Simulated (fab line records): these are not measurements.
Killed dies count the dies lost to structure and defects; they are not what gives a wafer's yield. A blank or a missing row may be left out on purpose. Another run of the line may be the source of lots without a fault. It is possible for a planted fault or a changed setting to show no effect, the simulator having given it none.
fab line records	flow sky130
record: lots: 6	wafers: 18	lastDay: 50
route steps=708 shown VT_ADJUST_HVTP@93 VT_ADJUST_LVTN@97 PAD_OPEN@708
lots that met no fault: taken from a fault-free run of the same line
startH: hours from the record's opening day to when the first of the lot's shown wafers began	waitH: time in hours since the lot's previous step	" the same as in the row above	L1.1+2: several wafers, shown together as one row	- no value present, or no start provided	* or withheld: withheld	< > ~ a bound
route shown NAME@n: names a module that has steps shown in the file, with the first one's number in the route	usual: the fault-free wafers' mean and standard deviation	same: alike in all rows	chamber/n: place in a boat	sites: readings site by site	_std_site: how widely they spread, as a standard deviation	_edge_site: mean of outer sites minus mean of inner sites	radiusMm: for every site, how far away it sits from the centre of the wafer	mask NAME#n: copy n	behind: the last tool/chamber to shape the wafer	hold: the reason the lot was held/the length of the hold in hours/how it ended	device: the n, p or np transistor that did not switch	end of line: at the end of the route, the tests of the same wafers	a step without rows: its recipe alone	killed: dies lost to structure and defects at the first sort, not the wafer's yield	map: the dies of a wafer, with x for killed, . for not killed, _ for no die there
set.NAME: the setting as run; set.NAME@STEP: as run at that earlier step	model.NAME: the simulator's own value behind a step, which no gauge read
lots seen at some steps along the route; tables by step, rows by wafer
services: the hour from which a tool's chamber was out of use, counted from the record's first day as startH (under 0 if before that day), plus the number of hours and why
== steps ==
step: SKY_VT_ADJUST_HVTP_OVL_MEAS_08
usual: VT_ADJUST_HVTP_OVL: -0.7/1.6
lot.wafer	tool	chamber	startH	waitH	VT_ADJUST_HVTP_OVL[nm]
L528.2	overlay-02	-	183.07	0.1	-0.4
L528.3	"	-	"	"	1.8
L528.4	"	-	"	"	0.0
L529.1	overlay-01	-	185.65	0.1	-1.0
L529.2	"	-	"	"	-3.2
L529.6	"	-	"	"	-1.9
L533.3	overlay-02	-	201.68	0.1	3.2
L533.4	"	-	"	"	0.8
L533.5	"	-	"	"	2.5
L537.3	overlay-01	-	222.75	0.1	-0.7
L537.4	"	-	"	"	-1.1
L537.5	"	-	"	"	-0.3
L541.3	overlay-02	-	252.53	0.1	-3.1
L541.4	"	-	"	"	-3.8
L541.5	"	-	"	"	-3.0
L544.4	overlay-02	-	267.38	0.1	2.7
L544.5	"	-	"	"	1.4
L544.6	"	-	"	"	2.2
step: SKY_VT_ADJUST_HVTP_IMPLANT_09
recipe: species: As	energyKev: 150	doseCm2: 4.3e+12	tiltDeg: withheld
step: SKY_VT_ADJUST_HVTP_STRIP_10
recipe: chemistry: O2/N2	powerW: 1400	pressureMtorr: 1500	platenTempC: withheld	o2FlowSccm: 3000	n2FlowSccm: 300	overashFraction: 0.5
usual: drypumpMotorCurrentA: 5.5/0.6	oesProductAu: 0.716/0.0045	stripTimeToEndpointS: 14.21/0.035
lot.wafer	tool	chamber	startH	waitH	drypumpMotorCurrentA	oesProductAu	rfHoursCounterH	stripTimeToEndpointS
L528.2	plasmaAsher-01	0	183.25	0.1	6.0	0.719	49	14.25
L528.3	"	0	"	"	6.0	0.718	-	14.24
L528.4	"	1	"	"	5.0	0.713	-	14.24
L529.1	plasmaAsher-01	0	185.84	0.1	6.0	0.710	50	14.18
L529.2	"	1	"	"	4.9	0.713	50	14.23
L529.6	"	0	"	"	6.1	0.717	-	14.23
L533.3	plasmaAsher-02	0	201.89	0.1	5.9	0.711	-	14.20
L533.4	"	1	"	"	6.4	0.712	-	14.23
L533.5	"	1	"	"	6.4	0.717	-	14.17
L537.3	plasmaAsher-03	0	222.96	0.1	4.9	0.717	-	14.27
L537.4	"	1	"	"	4.9	0.720	-	14.23
L537.5	"	1	"	"	4.9	0.710	-	14.21
L541.3	plasmaAsher-03	1	252.74	0.1	4.9	0.715	-	14.23
L541.4	"	0	"	"	4.9	0.710	-	14.23
L541.5	"	0	"	"	4.9	0.713	-	14.17
L544.4	plasmaAsher-02	1	267.59	0.1	6.4	0.717	-	14.23
L544.5	"	1	"	"	6.4	0.713	-	14.20
L544.6	"	0	"	"	5.9	0.710	-	14.21
step: SKY_VT_ADJUST_HVTP_TW_MEAS_11
usual: VT_ADJUST_HVTP_TW: 1363/8.7
lot.wafer	tool	chamber	startH	waitH	VT_ADJUST_HVTP_TW
L528.2	filmMetro-01	-	183.36	0.1	1354
L528.3	"	-	"	"	1350
L528.4	"	-	"	"	1348
L529.1	filmMetro-02	-	185.94	0.1	1378
L529.2	"	-	"	"	1373
L529.6	"	-	"	"	1379
L533.3	filmMetro-02	-	201.97	0.1	1371
L533.4	"	-	"	"	1376
L533.5	"	-	"	"	1372
L537.3	filmMetro-04	-	223.05	0.1	1370
L537.4	"	-	"	"	1368
L537.5	"	-	"	"	1366
L541.3	filmMetro-04	-	252.82	0.1	1364
L541.4	"	-	"	"	1362
L541.5	"	-	"	"	1363
L544.4	filmMetro-02	-	267.68	0.1	1369
L544.5	"	-	"	"	1368
L544.6	"	-	"	"	1369
step: SKY_VT_ADJUST_LVTN_DEHYDRATE_00
recipe: tempC: 200	timeS: 60
step: SKY_VT_ADJUST_LVTN_HMDS_01
recipe: primeTimeS: 60	primeTempC: 120
step: SKY_VT_ADJUST_LVTN_COAT_02
recipe: spinRpm: 1980	resistThkNm: 3000
step: SKY_VT_ADJUST_LVTN_SOFTBAKE_03
recipe: tempC: 110	timeS: withheld
step: SKY_VT_ADJUST_LVTN_EXPOSE_04
recipe: maskId: NWM_COMPLEMENT_LESS_NATIVE	na: 0.6	sourceShape: conventional	sigmaOuter: 0.6	polarization: unpolarized	targetCdNm: 840	doseMj: 194
step: SKY_VT_ADJUST_LVTN_PEB_05
recipe: tempC: 115	timeS: withheld
step: SKY_VT_ADJUST_LVTN_DEVELOP_06
recipe: wallAngleDeg: 90	developer: TMAH	developTimeS: 60	devTempC: 23
step: SKY_VT_ADJUST_LVTN_OVL_MEAS_07
usual: VT_ADJUST_LVTN_OVL: 1.3/1.4
lot.wafer	tool	chamber	startH	waitH	VT_ADJUST_LVTN_OVL[nm]
L528.2	overlay-02	-	203.70	-	-0.3
L528.3	"	-	"	"	1.9
L528.4	"	-	"	"	0.1
L529.1	overlay-02	-	207.65	-	1.8
L529.2	"	-	"	"	2.4
L529.6	"	-	"	"	0.5
L533.3	overlay-01	-	223.66	-	2.2
L533.4	"	-	"	"	0.3
L533.5	"	-	"	"	0.9
L537.3	overlay-01	-	245.68	-	-2.1
L537.4	"	-	"	"	-2.3
L537.5	"	-	"	"	-1.0
L541.3	overlay-01	-	276.57	-	0.2
L541.4	"	-	"	"	1.2
L541.5	"	-	"	"	2.4
L544.4	overlay-02	-	291.44	-	1.3
L544.5	"	-	"	"	2.8
L544.6	"	-	"	"	-0.6
step: SKY_VT_ADJUST_LVTN_IMPLANT_08
recipe: species: B	energyKev: 30	doseCm2: 1.57e+12	tiltDeg: withheld
usual: doseIonsCm2: 1.5699e+12/1.9e+09	faradayCurrentUA: 8.84/0.16
lot.wafer	tool	chamber	startH	waitH	doseIonsCm2	faradayCurrentUA
L528.2	implanter-02	0	203.76	0.0	1.5685e+12	8.95
L528.3	"	0	"	"	1.566e+12	9.05
L528.4	"	0	"	"	1.5669e+12	9.07
L529.1	implanter-04	0	207.68	0.0	1.5722e+12	8.79
L529.2	"	0	"	"	1.5686e+12	9.00
L529.6	"	0	"	"	1.5723e+12	8.62
L533.3	implanter-04	0	223.73	0.1	1.598e+11	0.89
L533.4	"	0	"	"	1.591e+11	0.86
L533.5	"	0	"	"	1.577e+11	0.91
L537.3	implanter-04	0	245.76	0.1	1.6e+11	0.87
L537.4	"	0	"	"	1.587e+11	0.91
L537.5	"	0	"	"	1.575e+11	0.88
L541.3	implanter-02	0	276.65	0.1	1.5651e+12	8.55
L541.4	"	0	"	"	1.5676e+12	8.63
L541.5	"	0	"	"	1.5689e+12	8.97
L544.4	implanter-02	0	291.53	0.1	1.5719e+12	8.54
L544.5	"	0	"	"	1.5712e+12	8.91
L544.6	"	0	"	"	1.5702e+12	8.92
step: SKY_VT_ADJUST_LVTN_STRIP_09
recipe: chemistry: O2/N2	powerW: 1400	pressureMtorr: 1500	platenTempC: withheld	o2FlowSccm: 3000	n2FlowSccm: 300	overashFraction: 0.5
usual: drypumpMotorCurrentA: 5.6/0.54	oesProductAu: 0.723/0.0044	stripTimeToEndpointS: 37.10/0.11
lot.wafer	tool	chamber	startH	waitH	drypumpMotorCurrentA	oesProductAu	rfHoursCounterH	stripTimeToEndpointS
L528.2	plasmaAsher-04	0	203.88	0.1	5.7	0.729	49	37.32
L528.3	"	1	"	"	5.2	0.719	-	37.19
L528.4	"	0	"	"	5.7	0.717	-	37.12
L529.1	plasmaAsher-04	0	207.83	0.1	5.7	0.727	50	37.14
L529.2	"	1	"	"	5.2	0.719	50	37.17
L529.6	"	1	"	"	5.2	0.720	-	36.94
L533.3	plasmaAsher-04	1	223.87	0.1	5.2	0.723	-	36.92
L533.4	"	0	"	"	5.7	0.718	-	37.00
L533.5	"	1	"	"	5.2	0.726	-	36.99
L537.3	plasmaAsher-03	1	245.89	0.1	4.9	0.723	-	37.10
L537.4	"	0	"	"	4.9	0.725	-	37.06
L537.5	"	1	"	"	4.9	0.726	-	37.14
L541.3	plasmaAsher-02	1	276.78	0.1	6.4	0.725	-	37.05
L541.4	"	0	"	"	5.9	0.729	-	37.08
L541.5	"	1	"	"	6.4	0.727	-	36.93
L544.4	plasmaAsher-04	0	291.64	0.1	5.7	0.725	-	37.23
L544.5	"	0	"	"	5.7	0.722	-	37.22
L544.6	"	1	"	"	5.2	0.730	-	37.16
step: SKY_VT_ADJUST_LVTN_TW_MEAS_10
usual: VT_ADJUST_LVTN_TW: 242.6/1.5
lot.wafer	tool	chamber	startH	waitH	VT_ADJUST_LVTN_TW
L528.2	filmMetro-03	-	203.99	0.1	240.6
L528.3	"	-	"	"	243.1
L528.4	"	-	"	"	241.7
L529.1	filmMetro-02	-	207.93	0.1	244.3
L529.2	"	-	"	"	244.5
L529.6	"	-	"	"	244.6
L533.3	filmMetro-02	-	223.95	0.1	131.1
L533.4	"	-	"	"	130.5
L533.5	"	-	"	"	129.7
L537.3	filmMetro-02	-	245.98	0.1	130.5
L537.4	"	-	"	"	131.2
L537.5	"	-	"	"	131.3
L541.3	filmMetro-03	-	276.87	0.1	239.0
L541.4	"	-	"	"	239.2
L541.5	"	-	"	"	238.7
L544.4	filmMetro-01	-	291.74	0.1	243.4
L544.5	"	-	"	"	244.4
L544.6	"	-	"	"	244.7
step: SKY_VT_ADJUST_LVTN_DEHYDRATE_11
recipe: tempC: 200	timeS: 60
step: SKY_PAD_OPEN_PROBE_99
usual: killed_at_M0_to_M3: 44/7.2	killed_at_M4_up: 3.2/1.8	killedAtContacts: 24/5.4	killedAtFrontEnd: 15/4	killedAtOther: 0.3/0.56	killedDies: 87/9.2	killedOpen: 47/7.3	killedShort: 39/5.7
same: grossDies: 492	killedAtBackSide: 0
lot.wafer	tool	chamber	startH	waitH	killed_at_M0_to_M3	killed_at_M4_up	killedAtContacts	killedAtFrontEnd	killedAtOther	killedDies	killedOpen	killedShort	model.etest.nfet_01v8_lvt.driveUaUm	model.etest.nfet_01v8.driveUaUm	model.etest.nfet_01v8_turned.driveUaUm	model.etest.nfet_01v8_swapped.driveUaUm	model.etest.sramNfetPass.offLog10AUm	model.etest.nfet_01v8.offLog10AUm	model.etest.nfet_01v8_turned.offLog10AUm	model.etest.nfet_01v8_swapped.offLog10AUm
L528.2	prober-01	-	1132.08	0.1	42	2	16	19	0	79	46	33	567	495.7	494.5	495.7	-12.43	-13.14	-13.39	-13.47
L528.3	prober-01	-	1132.13	0.2	48	4	26	13	0	91	54	37	582.4	511.8	510.2	510.9	-12.65	-13.36	-13.37	-13.45
L528.4	prober-01	-	1132.18	0.2	37	6	35	16	1	95	52	43	558.5	487.6	487.9	485.9	-12.62	-13.37	-13.42	-13.37
L529.1	prober-02	-	1135.45	0.1	51	3	22	18	0	94	55	38	572.6	497.4	500.6	500.1	-12.55	-13.39	-13.37	-13.36
L529.2	prober-02	-	1135.50	0.1	42	3	19	16	0	80	43	36	576.6	504.1	502.2	503.5	-12.67	-13.15	-13.37	-13.4
L529.6	prober-02	-	1135.70	0.2	40	1	16	10	0	67	42	25	569.8	494.4	491.9	493.9	-12.64	-13.28	-13.37	-13.33
L533.3	prober-01	-	1147.67	0.2	47	6	28	12	0	93	56	37	616.4	530.5	530.5	535	-12.19	-13.01	-13.02	-12.99
L533.4	prober-01	-	1147.72	0.2	42	5	29	14	0	90	42	47	614.7	529.4	531.6	524.8	-12.4	-13.01	-13.04	-13.02
L533.5	prober-01	-	1147.77	0.2	44	2	28	18	0	92	46	44	620.4	527.7	528.7	527.6	-12.03	-13	-13.14	-13.01
L537.3	prober-02	-	1167.99	0.2	53	1	19	13	0	86	53	33	619	526.4	529.1	529.8	-12.51	-13.05	-13.11	-12.87
L537.4	prober-02	-	1168.04	0.2	52	1	23	14	0	90	48	42	623	535.9	540.2	537.5	-12.25	-12.98	-12.98	-13.01
L537.5	prober-02	-	1168.09	0.2	42	4	21	17	1	85	53	32	615	529.8	527	525.2	-12.34	-13.1	-13.07	-13.24
L541.3	prober-02	-	1187.48	0.2	37	1	24	21	0	83	47	36	578.5	509.1	503	504.1	-12.58	-13.38	-13.3	-13.38
L541.4	prober-02	-	1187.53	0.2	31	2	18	29	0	80	48	31	567.3	490.9	495.8	491.4	-13	-13.35	-13.28	-13.25
L541.5	prober-02	-	1187.58	0.2	39	3	19	18	1	80	49	31	570.1	491.1	496.3	494.8	-12.89	-13.3	-13.48	-13.41
L544.4	prober-01	-	1196.38	0.2	57	2	25	11	1	96	43	51	582.3	507.8	508.4	510.3	-12.59	-13.41	-13.47	-13.3
L544.5	prober-01	-	1196.43	0.2	44	3	23	19	0	89	51	36	584.1	504.3	506.1	510.5	-12.98	-13.36	-13.41	-13.28
L544.6	prober-01	-	1196.48	0.2	54	1	13	17	0	85	42	41	576.2	501.4	500.2	501.3	-12.73	-13.35	-13.47	-13.46
killed by level:class
L528.2 FIELD_ISO:geometricParticle:open=7 VIA1:geometricParticle:open=7 CONTACT:geometricParticle:open=7 VIA2:geometricParticle:open=7 METAL2:geometricParticle:short=6 METAL1:geometricParticle:short=5 VIA1:geometricParticle:short=5 METAL3:geometricParticle:short=4
L528.3 CONTACT:geometricParticle:open=14 VIA1:geometricParticle:open=14 VIA1:geometricParticle:short=8 LI_CONTACT:geometricParticle:open=5 VIA2:geometricParticle:open=5 METAL2:geometricParticle:short=5 METAL1:geometricParticle:open=4 FIELD_ISO:geometricParticle:short=3
L528.4 CONTACT:geometricParticle:open=11 VIA1:geometricParticle:open=8 LI_CONTACT:geometricParticle:open=7 LOCAL_INTERCONNECT:geometricParticle:short=7 POLY_GATE:geometricParticle:open=6 METAL1:geometricParticle:short=5 VIA3:geometricParticle:open=5 METAL2:geometricParticle:short=5
L529.1 CONTACT:geometricParticle:open=15 VIA2:geometricParticle:open=12 METAL2:geometricParticle:short=7 VIA3:geometricParticle:open=6 VIA1:geometricParticle:short=5 VIA1:geometricParticle:open=5 FIELD_ISO:geometricParticle:open=4 FIELD_ISO:geometricParticle:short=4
L529.2 VIA1:geometricParticle:open=10 METAL1:geometricParticle:short=9 CONTACT:geometricParticle:open=6 VIA2:geometricParticle:open=6 FIELD_ISO:geometricParticle:short=5 LI_CONTACT:geometricParticle:open=4 POLY_CUT:geometricParticle:open=3 METAL4:geometricParticle:short=3
L529.6 VIA1:geometricParticle:open=12 LI_CONTACT:geometricParticle:open=10 VIA3:geometricParticle:open=7 VIA1:geometricParticle:short=6 VIA2:geometricParticle:open=6 POLY_GATE:geometricParticle:short=3 LOCAL_INTERCONNECT:geometricParticle:short=3 METAL1:geometricParticle:short=3
L533.3 VIA1:geometricParticle:open=14 CONTACT:geometricParticle:open=9 LI_CONTACT:geometricParticle:open=8 VIA2:geometricParticle:open=8 METAL2:geometricParticle:short=8 POLY_GATE:geometricParticle:open=5 LOCAL_INTERCONNECT:geometricParticle:short=5 VIA3:geometricParticle:open=5
L533.4 LI_CONTACT:geometricParticle:open=9 VIA1:geometricParticle:open=9 LOCAL_INTERCONNECT:geometricParticle:short=8 VIA3:geometricParticle:short=7 CONTACT:geometricParticle:open=7 VIA1:geometricParticle:short=7 FIELD_ISO:geometricParticle:short=5 METAL4:geometricParticle:short=5
L533.5 VIA1:geometricParticle:open=17 CONTACT:geometricParticle:short=7 CONTACT:geometricParticle:open=6 FIELD_ISO:geometricParticle:open=5 METAL2:geometricParticle:short=5 LOCAL_INTERCONNECT:geometricParticle:short=5 LI_CONTACT:geometricParticle:short=4 LI_CONTACT:geometricParticle:open=4
L537.3 VIA1:geometricParticle:open=14 CONTACT:geometricParticle:open=8 VIA1:geometricParticle:short=7 VIA2:geometricParticle:open=7 VIA3:geometricParticle:open=7 POLY_GATE:geometricParticle:open=6 METAL2:geometricParticle:short=5 LI_CONTACT:geometricParticle:open=4
L537.4 VIA1:geometricParticle:open=12 CONTACT:geometricParticle:open=8 VIA2:geometricParticle:open=8 METAL2:geometricParticle:short=7 LI_CONTACT:geometricParticle:open=6 VIA1:geometricParticle:short=5 FIELD_ISO:geometricParticle:open=4 POLY_GATE:geometricParticle:short=4
L537.5 CONTACT:geometricParticle:open=13 VIA1:geometricParticle:open=10 POLY_GATE:geometricParticle:open=7 METAL2:geometricParticle:short=7 VIA2:geometricParticle:open=6 VIA3:geometricParticle:short=5 LI_CONTACT:geometricParticle:open=5 METAL1:geometricParticle:short=5
L541.3 CONTACT:geometricParticle:open=10 VIA2:geometricParticle:open=8 VIA1:geometricParticle:open=6 FIELD_ISO:geometricParticle:open=5 FIELD_ISO:geometricParticle:short=5 POLY_GATE:geometricParticle:short=5 POLY_GATE:geometricParticle:open=5 CONTACT:geometricParticle:short=5
L541.4 POLY_GATE:geometricParticle:open=10 LI_CONTACT:geometricParticle:open=9 FIELD_ISO:geometricParticle:open=8 VIA2:geometricParticle:open=5 POLY_GATE:geometricParticle:short=5 VIA3:geometricParticle:open=5 VIA1:geometricParticle:open=5 METAL2:geometricParticle:short=5
L541.5 VIA1:geometricParticle:open=10 FIELD_ISO:geometricParticle:open=7 VIA2:geometricParticle:open=6 CONTACT:geometricParticle:open=6 LI_CONTACT:geometricParticle:open=5 VIA1:geometricParticle:short=5 FIELD_ISO:geometricParticle:short=4 METAL1:geometricParticle:short=4
L544.4 METAL1:geometricParticle:short=16 VIA1:geometricParticle:open=12 CONTACT:geometricParticle:open=9 LI_CONTACT:geometricParticle:open=7 VIA3:geometricParticle:open=7 CONTACT:geometricParticle:short=6 METAL2:geometricParticle:short=6 VIA3:geometricParticle:short=6
L544.5 VIA3:geometricParticle:open=13 VIA1:geometricParticle:open=8 FIELD_ISO:geometricParticle:open=6 CONTACT:geometricParticle:open=6 LI_CONTACT:geometricParticle:open=6 CONTACT:geometricParticle:short=6 METAL2:geometricParticle:short=5 VIA3:geometricParticle:short=5
L544.6 VIA1:geometricParticle:open=10 VIA3:geometricParticle:open=10 METAL2:geometricParticle:short=7 VIA1:geometricParticle:short=7 CONTACT:geometricParticle:open=6 METAL1:geometricParticle:short=5 FIELD_ISO:geometricParticle:short=4 CONTACT:geometricParticle:short=4
== services ==
tool	chamber	startH	hours	kind
plasmaAsher-01	-	163.85	1.7	repair
plasmaAsher-02	-	184.35	0.9	repair
implanter-02	-	215.18	1.3	repair
implanter-02	-	233.37	3.3	repair
plasmaAsher-03	-	239.85	1.7	repair
implanter-04	-	246.49	0.7	repair
plasmaAsher-03	-	262.27	14.6	pm
plasmaAsher-01	-	265.96	2.7	repair
== key ==
firstSign: step: SKY_VT_ADJUST_LVTN_IMPLANT_08	reading: doseIonsCm2	direction: down	sigmas: 99+	usual: *	struck: *
effect: step: SKY_VT_ADJUST_LVTN_IMPLANT_08	reading: faradayCurrentUA	direction: down	sigmas: 49	usual: 8.84	struck: 0.89
effect: step: SKY_VT_ADJUST_LVTN_TW_MEAS_10	reading: VT_ADJUST_LVTN_TW	direction: down	sigmas: 74	usual: 242.6	struck: 130.7
modelEffect: step: SKY_PAD_OPEN_PROBE_99	value: etest.nfet_01v8_lvt.driveUaUm	without: 573.9	struck: 618.1
metAt SKY_VT_ADJUST_LVTN_IMPLANT_08
struckWafers L533.3,L533.4,L533.5,L537.3,L537.4,L537.5
testerLeftOut L533,L537
onsetBetween 207.68 223.73
fault: kind: processParameterDrift	tool: implanter-04	chamber: -	onsetH: 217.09	steps: SKY_VT_ADJUST_LVTN_IMPLANT_08	channel: doseCm2	offset: *	shape: step	endH: 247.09	actsIn: *	stated: *
testerLeftOut: of these lots the tester's yield and bins aren't shown, on N5 and GAA mostly nor the transistor test; their killed dies are dies lost to structure and defects alone, not to doping, threshold or leakage, so they don't give the yield
